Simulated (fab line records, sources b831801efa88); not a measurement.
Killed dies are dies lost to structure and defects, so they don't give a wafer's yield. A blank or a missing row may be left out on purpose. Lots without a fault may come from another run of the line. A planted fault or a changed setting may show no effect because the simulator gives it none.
Chamber matching | flow gf180mcu | GF_STI_CMP_25 on cmp-01: 4 sister chambers
The step polishes, stops on Si3N4, t overpolish 33 s, target thk 524.6 nm. 8 wafers are shown with their chamber, then 8 later ones without.

WAFERS WITH THEIR CHAMBER
wafer  | chamber | motor_current_A (A) | overpolish_run_s (s)
L608.1 | 0       | 13.6                | 33.005
L608.6 | 3       | 11.3                | 32.987
L611.2 | 3       | 11.0                | 33.010
L611.4 | 0       | 13.9                | 33.007
L612.3 | 1       | 11.6                | 32.995
L612.4 | 2       | 12.8                | 32.999
L612.6 | 2       | 12.3                | 33.003
L617.2 | 1       | 10.4                | 33.000

WAFERS WITHOUT THEIR CHAMBER
wafer  | motor_current_A (A) | overpolish_run_s (s)
L617.3 | 14.0                | 33.010
L617.5 | 10.5                | 32.991
L620.4 | 11.0                | 32.985
L620.5 | 11.0                | 33.007
L620.6 | 13.2                | 33.008
L621.3 | 11.0                | 32.999
L621.4 | 13.8                | 33.000
L621.6 | 11.4                | 33.006

WHICH CHAMBER EACH WENT THROUGH
wafer  | from the rows above          | in truth
L617.3 | 0                            | 0
L617.5 | can't be placed: 1 or 3      | 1
L620.4 | can't be placed: 1 or 3      | 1
L620.5 | can't be placed: 3 or 1      | 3
L620.6 | can't be placed: 0 or 2      | 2
L621.3 | can't be placed: 1 or 3      | 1
L621.4 | can't be placed: 0 or 2      | 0
L621.6 | can't be placed: 3 or 1 or 2 | 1
Placed correctly: 1 of 8. Can't be placed from these rows: 7 (the true chamber is among the candidates in 7). Placed wrongly: 0.
How it was worked out, from the rows above alone: a wafer's distance from a chamber is the root of the sum, over the readings, of the square of ((its reading less the chamber's mean) divided by the reading's scatter). The wafer belongs to the nearest chamber; if the next one is less than 2 further off, it can't be placed. A chamber's mean is the mean of its shown wafers. The scatter: the root of (the sum of the squares of (reading less its chamber's mean) over the shown wafers, divided by (wafers less chambers)).
